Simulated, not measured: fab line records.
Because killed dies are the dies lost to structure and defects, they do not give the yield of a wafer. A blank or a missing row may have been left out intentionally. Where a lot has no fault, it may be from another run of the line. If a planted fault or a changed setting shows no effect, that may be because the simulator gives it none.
What tool caused it? / flow gf180mcu / 6 lots with 18 wafers sampled at 2 steps, on a route of 602 steps

== WHAT THE GAUGES READ, wafer by wafer ==
GF_POLY_GATE_THK_MEAS_01.
lot=L765; measured=day 8 15:31; on=film-metro-03; POLY_GATE_CVD_00_THK (nm)=196.1 196.3 197.5
lot=L767; measured=day 9 07:19; on=film-metro-04; POLY_GATE_CVD_00_THK (nm)=203.1 202.0 200.8
lot=L770; measured=day 10 06:22; on=film-metro-02; POLY_GATE_CVD_00_THK (nm)=112.4 111.8 113.0
lot=L780; measured=day 13 04:40; on=film-metro-04; POLY_GATE_CVD_00_THK (nm)=200.3 201.1 201.8
lot=L784; measured=day 14 08:32; on=film-metro-04; POLY_GATE_CVD_00_THK (nm)=200.0 199.8 200.8
lot=L786; measured=day 15 02:21; on=film-metro-02; POLY_GATE_CVD_00_THK (nm)=199.2 199.2 200.6

== WHICH TOOL RAN EACH LOT (tool, then ch and the chambers of the sampled wafers, then the start) ==
lot=L765; GF_POLY_GATE_CVD_00=lpcvd-01 ch 1, day 8 13:29
lot=L767; GF_POLY_GATE_CVD_00=lpcvd-02 ch 1, day 9 05:56
lot=L770; GF_POLY_GATE_CVD_00=lpcvd-01 ch 1, day 10 04:22
lot=L780; GF_POLY_GATE_CVD_00=lpcvd-01 ch 1, day 13 03:19
lot=L784; GF_POLY_GATE_CVD_00=lpcvd-02 ch 0, day 14 07:12
lot=L786; GF_POLY_GATE_CVD_00=lpcvd-02 ch 1, day 15 01:01
- GF_POLY_GATE_CVD_00: deposits poly-Si, target thk 200 nm, time 1200 s.

== THE ANSWER, worked out from the rows above alone ==
Rule: the usual values come from the lots themselves. Put in order of their means at a reading, lots are off if they are a third of the lots or fewer, leave a main group of 4 or more, and stand apart from it by a gap of 3 or more times the standard deviation of the main group's means; of several such gaps the widest counts. If all means in a main group match to the digits the tables above print for the reading, that group is not used. Also off: a lot with no number at a reading for which 4 or more lots have one. The other lots that the step has rows for count as sound.
Off: at GF_POLY_GATE_THK_MEAS_01 (POLY_GATE_CVD_00_THK), L770. The main group: mean 199.9 nm, standard deviation 1.8.
A tool fits if, at a process step before that reading, it ran every lot that is off, and no sound lot after the first of them. Those tools and the gauges at GF_POLY_GATE_THK_MEAS_01 are tried in the same way. No candidate that was tried fits.

== WHAT THE SIMULATOR HAD INSERTED ==
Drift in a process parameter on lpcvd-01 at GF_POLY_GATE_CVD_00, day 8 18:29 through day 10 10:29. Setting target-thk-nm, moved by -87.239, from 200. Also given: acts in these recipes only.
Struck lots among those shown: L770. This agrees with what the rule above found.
